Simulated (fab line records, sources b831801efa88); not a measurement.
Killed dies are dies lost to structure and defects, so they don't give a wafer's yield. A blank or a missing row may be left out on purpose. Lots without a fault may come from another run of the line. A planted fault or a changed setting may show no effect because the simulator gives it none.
fab line records | flow sky130
record lots=7 wafers=18 last_day=50
route steps=708 shown LOCAL_INTERCONNECT@396 CONTACT@406 PAD_OPEN@708
lots that met no fault: from a run of the same line without faults
start_h: hours from the record's first day to the start of the lot's first wafer shown | wait_h: hours since the lot's step before | " the same as in the row above | L1.1+2: a row that stands for several wafers | - no value, or no start given | * or withheld: withheld | < > ~ a bound
route shown NAME@n: a module of which the file shows steps, and the number in the route of the first | usual: mean/standard deviation of fault-free wafers | same: alike in all rows | chamber/n: place in a boat | sites: the reading at each site | _std_site: their standard deviation | _edge_site: outer sites' mean less inner sites' | radius_mm: how far each site lies from the wafer's centre | mask NAME#n: copy n | behind: the tool/chamber that last shaped the wafer | hold: why the lot was held/for how many hours/how that ended | device: the transistor (n, p or np) that didn't switch | end of line: the same wafers' tests at the end of the route | a step without rows: its recipe alone | killed: dies lost to structure and defects at the first sort, not the wafer's yield | map: a wafer's dies, x killed, . not, _ none there
set.NAME: the setting as run; set.NAME@STEP: as run at that earlier step | model.NAME: the simulator's own value behind a step, which no gauge read
lots at some steps of the route; a table a step, a row a wafer
services: from which hour (start_h, from the record's first day; less than 0 if before it) a tool's chamber was out of use, for how many hours, and why
## steps
# step SKY_LOCAL_INTERCONNECT_PEB_09
# recipe peb_temp_c=withheld peb_time_s=withheld resist=KrF-thick
# step SKY_LOCAL_INTERCONNECT_DEVELOP_10
# recipe develop_time_s=60 resist=KrF-thick dev_temp_c=21
# step SKY_LOCAL_INTERCONNECT_CD_MEAS_11
# recipe target_cd_nm=170
# usual cd_nm=169.5/1.5
# columns lot.wafer tool chamber start_h wait_h cd_nm
L257.2 cd_sem-01 - 712.60 - 169.9
L257.3 " - " " 168.0
L257.5 " - " " 169.8
L267.4 cd_sem-02 - 786.33 - 169.0
L267.5 " - " " 167.1
L267.6 " - " " 168.6
L271.4 cd_sem-01 - 813.88 - 167.1
L271.5 " - " " 169.1
L272.1 cd_sem-02 - 827.72 - 169.8
L272.2 " - " " 169.2
L274.4 cd_sem-02 - 836.48 - 168.0
L274.5 " - " " 169.0
L277.3 cd_sem-02 - 859.33 - 171.3
L277.4 " - " " 170.4
L277.6 " - " " 170.8
L278.3 cd_sem-01 - 863.81 - 171.6
L278.4 " - " " 169.9
L278.6 " - " " 171.3
# step SKY_LOCAL_INTERCONNECT_OVL_MEAS_12
# usual LOCAL_INTERCONNECT_OVL=-3/5.6
# columns lot.wafer tool chamber start_h wait_h LOCAL_INTERCONNECT_OVL[nm]
L257.2 overlay-02 - 712.70 0.1 -11
L257.3 " - " " -5
L257.5 " - " " 1
L267.4 overlay-01 - 786.41 0.1 -10
L267.5 " - " " 6
L267.6 " - " " -8
L271.4 overlay-02 - 813.96 0.1 -17
L271.5 " - " " -9
L272.1 overlay-01 - 827.84 0.1 0
L272.2 " - " " -7
L274.4 overlay-02 - 836.56 0.1 -6
L274.5 " - " " -4
L277.3 overlay-02 - 859.42 0.1 1
L277.4 " - " " -5
L277.6 " - " " -6
L278.3 overlay-01 - 863.90 0.1 -13
L278.4 " - " " -3
L278.6 " - " " -9
# step SKY_LOCAL_INTERCONNECT_ETCH_13
# recipe chemistry=N2/H2 target=BARC ion_energy_ev=200 bias_w=100 pressure_mtorr=30 n2_flow_sccm=100 h2_flow_sccm=200 icp_w=500 stop_on=SiO2 time_s=45.9 target_depth_a=600
# usual drypump_motor_current_A=5.8/0.49 oes_product_au=0.854/0.0046 rf_fwd_power_W=494.7/1.9 throttle_valve_pct=13.225/0.0098
# columns lot.wafer tool chamber start_h wait_h drypump_motor_current_A oes_product_au rf_fwd_power_W rf_hours_counter_h throttle_valve_pct
L257.2 rie_metal-02 0 712.75 0.0 5.9 0.854 493.0 - 13.214
L257.3 " 0 " " 5.9 0.859 491.4 - 13.230
L257.5 " 0 " " 5.9 0.853 490.4 - 13.236
L267.4 rie_metal-01 1 786.45 0.0 6.4 0.856 495.2 - 13.216
L267.5 " 1 " " 6.4 0.858 495.1 - 13.231
L267.6 " 0 " " 5.8 0.853 495.1 - 13.226
L271.4 rie_metal-01 0 814.00 0.0 5.9 0.853 496.0 - 13.224
L271.5 " 0 " " 5.8 0.847 495.7 - 13.215
L272.1 rie_metal-03 0 827.88 0.0 5.2 0.856 494.2 17 13.225
L272.2 " 1 " " 6.0 0.856 496.1 14 13.248
L274.4 rie_metal-02 1 836.60 0.0 4.7 0.856 493.2 - 13.238
L274.5 " 1 " " 4.7 0.859 494.5 - 13.230
L277.3 rie_metal-01 1 859.47 0.0 6.4 0.851 495.6 - 13.228
L277.4 " 0 " " 5.8 0.855 493.8 - 13.224
L277.6 " 1 " " 6.4 0.856 492.9 - 13.220
L278.3 rie_metal-01 1 863.95 0.0 6.4 0.845 493.4 - 13.220
L278.4 " 0 " " 5.8 0.849 494.0 - 13.228
L278.6 " 0 " " 5.8 0.864 495.8 - 13.219
# step SKY_LOCAL_INTERCONNECT_METAL_ETCH_14
# recipe target_depth_nm=110 stop_on=PSG chemistry=Cl2/BCl3 target=TiN resist_sidewall_deg=88 pressure_mtorr=10 icp_w=900 bias_w=48.5 Cl2_flow_sccm=60 bcl3_flow_sccm=30 time_s=31.4
# usual drypump_motor_current_A=5.8/0.49 oes_product_au=0.940/0.0066 rf_fwd_power_W=889/3.3 throttle_valve_pct=21.902/0.011
# columns lot.wafer tool chamber start_h wait_h drypump_motor_current_A oes_product_au rf_fwd_power_W rf_hours_counter_h throttle_valve_pct
L257.2 rie_metal-02 0 712.88 0.1 5.9 0.938 888 - 21.885
L257.3 " 0 " " 5.9 0.950 885 - 21.887
L257.5 " 0 " " 5.9 0.936 881 - 21.917
L267.4 rie_metal-01 1 786.51 0.0 6.4 0.939 890 - 21.887
L267.5 " 1 " " 6.4 0.940 888 - 21.923
L267.6 " 0 " " 5.8 0.952 890 - 21.901
L271.4 rie_metal-01 0 814.06 0.0 5.8 0.947 886 - 21.888
L271.5 " 0 " " 5.8 0.946 885 - 21.895
L272.1 rie_metal-03 0 827.94 0.0 5.2 0.934 890 17 21.907
L272.2 " 1 " " 5.9 0.946 889 14 21.896
L274.4 rie_metal-02 1 836.66 0.0 4.7 0.940 890 - 21.888
L274.5 " 1 " " 4.7 0.925 891 - 21.922
L277.3 rie_metal-01 1 859.53 0.0 6.4 0.952 888 - 21.890
L277.4 " 0 " " 5.8 0.948 885 - 21.891
L277.6 " 1 " " 6.4 0.944 889 - 21.902
L278.3 rie_metal-01 1 864.01 0.0 6.4 0.939 886 - 21.913
L278.4 " 0 " " 5.8 0.946 888 - 21.914
L278.6 " 0 " " 5.8 0.937 886 - 21.907
# step SKY_LOCAL_INTERCONNECT_STRIP_15
# recipe chemistry=O2/N2 power_w=1400 pressure_mtorr=1500 platen_temp_c=withheld o2_flow_sccm=3000 n2_flow_sccm=300 overash_fraction=0.5
# usual drypump_motor_current_A=5.8/0.31 oes_product_au=0.427/0.005 strip_time_to_endpoint_s=4.713/0.023
# columns lot.wafer tool chamber start_h wait_h drypump_motor_current_A oes_product_au rf_hours_counter_h strip_time_to_endpoint_s
L257.2 plasma_asher-03 1 712.96 0.1 6.2 0.430 88 4.713
L257.3 " 1 " " 6.2 0.430 - 4.740
L257.5 " 0 " " 6.0 0.419 - 4.733
L267.4 plasma_asher-02 1 786.58 0.1 5.3 0.428 - 4.706
L267.5 " 1 " " 5.3 0.432 - 4.726
L267.6 " 0 " " 5.8 0.422 - 4.713
L271.4 plasma_asher-03 0 814.13 0.1 6.0 0.434 - 4.742
L271.5 " 0 " " 5.9 0.424 - 4.742
L272.1 plasma_asher-02 1 827.99 0.0 5.4 0.422 8 4.735
L272.2 " 0 " " 5.8 0.433 8 4.761
L274.4 plasma_asher-02 0 836.73 0.1 5.8 0.431 - 4.698
L274.5 " 0 " " 5.8 0.421 - 4.708
L277.3 plasma_asher-01 0 859.59 0.1 5.4 0.419 - 4.687
L277.4 " 1 " " 6.0 0.422 - 4.709
L277.6 " 0 " " 5.4 0.433 - 4.705
L278.3 plasma_asher-02 1 864.08 0.1 5.3 0.417 - 4.684
L278.4 " 0 " " 5.8 0.423 - 4.698
L278.6 " 1 " " 5.3 0.426 - 4.693
# step SKY_LOCAL_INTERCONNECT_STRIP_16
# recipe chemistry=post_etch_residue_remover time_s=1200 temp_c=72.5
# step SKY_LOCAL_INTERCONNECT_CLEAN_17
# recipe chemistry=IPA time_s=180 temp_c=25
# step SKY_LOCAL_INTERCONNECT_CLEAN_18
# recipe chemistry=O3/DIW dry=n2_spin
# step SKY_CONTACT_CVD_00
# recipe material=Si3N4 target_thk_nm=75 temp_c=400 time_s=withheld rf_w=450
# usual heater_power_w=711/95 rf_fwd_power_W=445.4/1.6
# columns lot.wafer tool chamber start_h wait_h heater_power_w rf_fwd_power_W
L257.2 pecvd-02 0 713.55 0.0 682 444.4
L257.3 " 2 " " 618 446.1
L257.5 " 2 " " 631 444.0
L267.4 pecvd-02 0 787.19 0.0 705 447.1
L267.5 " 1 " " 714 445.9
L267.6 " 2 " " 662 445.0
L271.4 pecvd-02 2 814.71 0.0 743 446.4
L271.5 " 1 " " 658 444.7
L272.1 pecvd-03 2 828.62 0.0 657 446.0
L272.2 " 0 " " 882 447.2
L274.4 pecvd-01 0 837.37 0.0 726 446.8
L274.5 " 2 " " 550 446.7
L277.3 pecvd-02 2 860.15 0.0 712 444.6
L277.4 " 1 " " 665 445.2
L277.6 " 0 " " 693 446.6
L278.3 pecvd-03 0 864.64 0.0 901 447.4
L278.4 " 2 " " 609 444.1
L278.6 " 0 " " 916 444.9
# step SKY_CONTACT_THK_MEAS_01
# recipe reads=Si3N4_of_CONTACT_CVD_00
# usual CONTACT_CVD_00_THK=75.0/1
# columns lot.wafer tool chamber start_h wait_h CONTACT_CVD_00_THK[nm]
L257.2 film_metro-02 - 713.60 - 73.6
L257.3 " - " " 73.4
L257.5 " - " " 74.6
L267.4 film_metro-02 - 787.24 - 77.0
L267.5 " - " " 76.8
L267.6 " - " " 76.5
L271.4 film_metro-04 - 814.75 - 76.6
L271.5 " - " " 76.2
L272.1 film_metro-02 - 828.65 - 75.1
L272.2 " - " " 75.3
L274.4 film_metro-02 - 837.41 - 75.2
L274.5 " - " " 74.7
L277.3 film_metro-01 - 860.20 - 74.3
L277.4 " - " " 75.3
L277.6 " - " " 76.2
L278.3 film_metro-02 - 864.69 - 73.9
L278.4 " - " " 74.7
L278.6 " - " " 75.2
# step SKY_CONTACT_HDPCVD_02
# recipe material=SiO2 target_thk_nm=565 sigma_open_frac=0.3 time_s=94.2 temp_c=600 sih4_flow_sccm=60 pressure_mtorr=6
# columns lot.wafer tool chamber start_h wait_h model.SiO2_of_CONTACT_HDPCVD_02.thk_nm
L257.2 hdpcvd-02 1 713.65 0.0 559
L257.3 " 2 " " 573.7
L257.5 " 0 " " 576.6
L267.4 hdpcvd-01 2 787.30 0.1 568.3
L267.5 " 1 " " 570.6
L267.6 " 0 " " 573.6
L271.4 hdpcvd-01 1 814.82 0.1 575
L271.5 " 2 " " 345.7
L272.1 hdpcvd-01 2 828.71 0.1 346.6
L272.2 " 0 " " 577.7
L274.4 hdpcvd-01 1 837.48 0.1 572.6
L274.5 " 0 " " 347.4
L277.3 hdpcvd-02 1 860.24 0.0 563.9
L277.4 " 1 " " 566.5
L277.6 " 0 " " 571.9
L278.3 hdpcvd-02 1 864.73 0.0 566.8
L278.4 " 2 " " 567.5
L278.6 " 1 " " 563.8
# step SKY_CONTACT_THK_MEAS_03
# recipe reads=SiO2_of_CONTACT_HDPCVD_02
# usual CONTACT_HDPCVD_THK=568/9.1
# columns lot.wafer tool chamber start_h wait_h CONTACT_HDPCVD_THK[nm]
L257.2 film_metro-04 - 713.73 0.0 559
L257.3 " - " " 573
L257.5 " - " " 577
L267.4 film_metro-04 - 787.37 0.0 568
L267.5 " - " " 570
L267.6 " - " " 574
L271.4 film_metro-01 - 814.88 0.0 575
L271.5 " - " " 346
L272.1 film_metro-01 - 828.78 0.0 346
L272.2 " - " " 578
L274.4 film_metro-04 - 837.54 0.0 572
L274.5 " - " " 348
L277.3 film_metro-04 - 860.33 0.1 564
L277.4 " - " " 566
L277.6 " - " " 572
L278.3 film_metro-04 - 864.82 0.1 567
L278.4 " - " " 567
L278.6 " - " " 564
# step SKY_CONTACT_CMP_04
# recipe material=SiO2 down_force_psi=4 platen_rpm=60 pad_velocity_m_s=0.94248
# usual motor_current_A=11.2/0.77 platen_rpm=60.00/0.043 time_to_endpoint_s=81/4.3
# columns lot.wafer tool chamber start_h wait_h motor_current_A platen_rpm time_to_endpoint_s
L257.2 cmp-01 0 713.83 0.1 11.4 59.95 74
L257.3 " 1 " " 12.4 59.98 82
L257.5 " 0 " " 11.3 59.97 83
L267.4 cmp-02 1 787.90 0.5 11.8 60.07 81
L267.6 " 3 " " 10.8 59.97 88
L267.5 " 0 " " 10.7 60.00 89
L271.4 cmp-01 2 814.96 0.1 11.1 60.03 87
L271.5 " 2 " " 11.4 60.00 1
L272.2 cmp-02 2 828.84 0.0 10.5 60.06 85
L272.1 " 0 " " 10.6 60.00 2
L274.4 cmp-02 1 837.62 0.1 11.0 59.98 78
L274.5 " 1 " " 11.7 59.95 0
L277.4 cmp-02 2 860.42 0.1 10.3 60.01 82
L277.3 " 3 " " 10.2 60.08 78
L277.6 " 1 " " 11.8 60.01 79
L278.3 cmp-02 0 864.86 0.0 11.1 60.00 84
L278.4 " 1 " " 11.1 60.00 79
L278.6 " 0 " " 11.6 60.10 81
# step SKY_CONTACT_BOW_MEAS_05
# recipe mode=bow
# usual CONTACT_BOW=82/6.9
# columns lot.wafer tool chamber start_h wait_h CONTACT_BOW[um]
L257.2 film_metro-02 - 714.10 0.2 77
L257.3 " - " " 71
L257.5 " - " " 77
L267.4 film_metro-04 - 788.16 0.2 65
L267.5 " - " " 70
L267.6 " - " " 83
L271.4 film_metro-01 - 815.27 0.3 80
L271.5 " - " " 84
L272.1 film_metro-02 - 829.14 0.1 75
L272.2 " - " " 79
L274.4 film_metro-04 - 837.93 0.3 85
L274.5 " - " " 81
L277.3 film_metro-02 - 860.71 0.2 71
L277.4 " - " " 83
L277.6 " - " " 82
L278.3 film_metro-02 - 865.20 0.3 73
L278.4 " - " " 69
L278.6 " - " " 76
# step SKY_PAD_OPEN_PROBE_99
# columns lot.wafer tool chamber start_h wait_h model.etest.met1_comb.leak_log10_a_um
L257.2 prober-02 - 1080.55 0.1 -12.01
L257.3 prober-02 - 1080.60 0.2 -11.93
L257.5 prober-02 - 1080.70 0.2 -11.88
L267.4 prober-02 - 1136.44 0.2 -12.05
L267.5 prober-02 - 1136.49 0.2 -11.85
L267.6 prober-02 - 1136.54 0.2 -12.2
L271.4 prober-02 - 1154.69 0.2 -11.92
L271.5 prober-02 - 1154.74 0.2 -7.308
L272.1 prober-01 - 1163.04 0.1 -7.34
L272.2 prober-01 - 1163.09 0.1 -11.89
L274.4 prober-01 - 1170.89 0.2 -11.95
L274.5 prober-01 - 1170.94 0.2 -7.293
L277.3 prober-02 - 1186.10 0.2 -11.97
L277.4 prober-02 - 1186.15 0.2 -12.17
L277.6 prober-02 - 1186.25 0.2 -12
L278.3 prober-01 - 1189.72 0.2 -12.12
L278.4 prober-01 - 1189.77 0.2 -12.03
L278.6 prober-01 - 1189.87 0.2 -12.1
# killed by level:class
L257.2 VIA3:geometric_particle:open=10 METAL2:geometric_particle:short=8 CONTACT:geometric_particle:open=7 LI_CONTACT:geometric_particle:open=6 FIELD_ISO:geometric_particle:short=4 LI_CONTACT:geometric_particle:short=4 VIA1:geometric_particle:open=4 VIA2:geometric_particle:open=4
L257.3 CONTACT:geometric_particle:open=14 VIA2:geometric_particle:open=11 FIELD_ISO:geometric_particle:open=9 VIA1:geometric_particle:open=8 VIA3:geometric_particle:open=8 LOCAL_INTERCONNECT:geometric_particle:short=5 VIA3:geometric_particle:short=5 METAL1:geometric_particle:short=4
L257.5 VIA1:geometric_particle:open=9 VIA2:geometric_particle:open=8 LI_CONTACT:geometric_particle:open=7 VIA3:geometric_particle:open=7 METAL2:geometric_particle:short=6 VIA1:geometric_particle:short=6 FIELD_ISO:geometric_particle:open=5 FIELD_ISO:geometric_particle:short=5
L267.4 CONTACT:geometric_particle:open=9 METAL1:geometric_particle:short=8 VIA3:geometric_particle:open=8 VIA1:geometric_particle:open=7 POLY_GATE:geometric_particle:open=5 LOCAL_INTERCONNECT:geometric_particle:short=5 FIELD_ISO:geometric_particle:open=4 VIA3:geometric_particle:short=4
L267.5 VIA2:geometric_particle:open=9 CONTACT:geometric_particle:open=8 LI_CONTACT:geometric_particle:open=7 VIA1:geometric_particle:open=7 METAL2:geometric_particle:short=6 VIA3:geometric_particle:open=6 METAL1:geometric_particle:short=5 VIA1:geometric_particle:short=5
L267.6 VIA1:geometric_particle:open=20 VIA3:geometric_particle:open=9 FIELD_ISO:geometric_particle:short=6 CONTACT:geometric_particle:open=6 METAL3:geometric_particle:short=5 POLY_GATE:geometric_particle:short=4 VIA2:geometric_particle:open=4 LI_CONTACT:geometric_particle:short=4
L277.3 CONTACT:geometric_particle:open=10 VIA2:geometric_particle:open=10 VIA3:geometric_particle:open=9 LI_CONTACT:geometric_particle:open=8 VIA1:geometric_particle:open=7 METAL2:geometric_particle:short=6 POLY_GATE:geometric_particle:open=4 LOCAL_INTERCONNECT:geometric_particle:short=4
L277.4 CONTACT:geometric_particle:open=12 VIA1:geometric_particle:open=10 METAL2:geometric_particle:short=9 METAL1:geometric_particle:short=6 CONTACT:geometric_particle:short=5 FIELD_ISO:geometric_particle:short=4 POLY_GATE:geometric_particle:open=4 LI_CONTACT:geometric_particle:open=4
L277.6 VIA1:geometric_particle:open=8 CONTACT:geometric_particle:open=7 METAL2:geometric_particle:short=7 POLY_GATE:geometric_particle:short=6 LI_CONTACT:geometric_particle:open=6 VIA3:geometric_particle:open=6 METAL1:geometric_particle:short=5 CONTACT:geometric_particle:short=5
L278.3 VIA1:geometric_particle:open=12 LI_CONTACT:geometric_particle:open=10 VIA1:geometric_particle:short=6 VIA3:geometric_particle:open=6 METAL2:geometric_particle:short=5 METAL1:geometric_particle:short=4 VIA3:geometric_particle:short=3 LOCAL_INTERCONNECT:geometric_particle:short=3
L278.4 VIA1:geometric_particle:open=14 VIA3:geometric_particle:open=8 METAL1:geometric_particle:short=7 CONTACT:geometric_particle:open=6 VIA2:geometric_particle:short=6 VIA2:geometric_particle:open=6 VIA1:geometric_particle:short=5 POLY_GATE:geometric_particle:open=3
L278.6 VIA3:geometric_particle:open=11 LI_CONTACT:geometric_particle:open=8 METAL1:geometric_particle:short=8 METAL2:geometric_particle:short=8 VIA2:geometric_particle:open=6 VIA1:geometric_particle:short=6 METAL4:geometric_particle:short=6 VIA1:geometric_particle:open=5
## services
# columns tool chamber start_h hours kind
cmp-02 - 693.93 4.3 repair
hdpcvd-01 - 694.18 2.8 pm
pecvd-02 0 695.69 12.0 repair
pecvd-01 2 698.45 7.1 repair
hdpcvd-01 2 711.00 4.4 repair
rie_metal-02 - 717.02 14.6 pm
plasma_asher-02 - 733.75 9.0 pm
cmp-02 - 742.26 0.5 repair
cmp-02 - 744.00 4.0 pm
hdpcvd-02 1 744.26 9.6 repair
cmp-02 - 748.00 - consumable_replace:conditioner
cmp-02 - 748.00 - consumable_replace:pad
rie_metal-02 - 749.18 0.3 repair
pecvd-03 1 751.11 14.2 repair
hdpcvd-02 - 763.86 10.7 repair
pecvd-01 - 772.87 4.4 repair
cmp-01 - 786.76 5.6 pm
pecvd-01 - 802.31 1.8 repair
pecvd-03 - 805.65 6.0 pm
cmp-02 - 808.72 0.5 repair
rie_metal-03 - 811.11 0.1 repair
hdpcvd-02 0 814.97 22.8 repair
rie_metal-02 - 822.71 0.6 repair
pecvd-02 - 843.77 1.6 repair
## key
first_sign step=SKY_CONTACT_THK_MEAS_03 reading=CONTACT_HDPCVD_THK direction=down sigmas=24 usual=568 struck=347
effect step=SKY_CONTACT_CMP_04 reading=time_to_endpoint_s direction=down sigmas=19 usual=* struck=*
model_effect step=SKY_CONTACT_HDPCVD_02 value=SiO2_of_CONTACT_HDPCVD_02.thk_nm without=577.4 struck=346.6
model_effect step=SKY_PAD_OPEN_PROBE_99 value=etest.met1_comb.leak_log10_a_um without=-12.02 struck=-7.314
met_at SKY_CONTACT_HDPCVD_02
struck_wafers L271.5,L272.1,L274.5
sort_left_out L271.5,L272.1,L274.5
tester_left_out L271,L272,L274
onset_between 787.30 814.82
fault kind=process_parameter_drift tool=hdpcvd-01 chamber=- onset_h=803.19 steps=SKY_CONTACT_HDPCVD_02 channel=target_thk_nm offset=-230.81 shape=step end_h=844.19 scope=struck_wafers_only acts_in=these_recipes_only stated=565
# tester_left_out: of these lots the tester's yield and bins aren't shown, on N5 and GAA mostly nor the transistor test; their killed dies are dies lost to structure and defects alone, not to doping, threshold or leakage, so they don't give the yield
# sort_left_out: the simulated sort isn't trusted on such a fault, so these wafers' sort isn't shown, and their yield isn't known
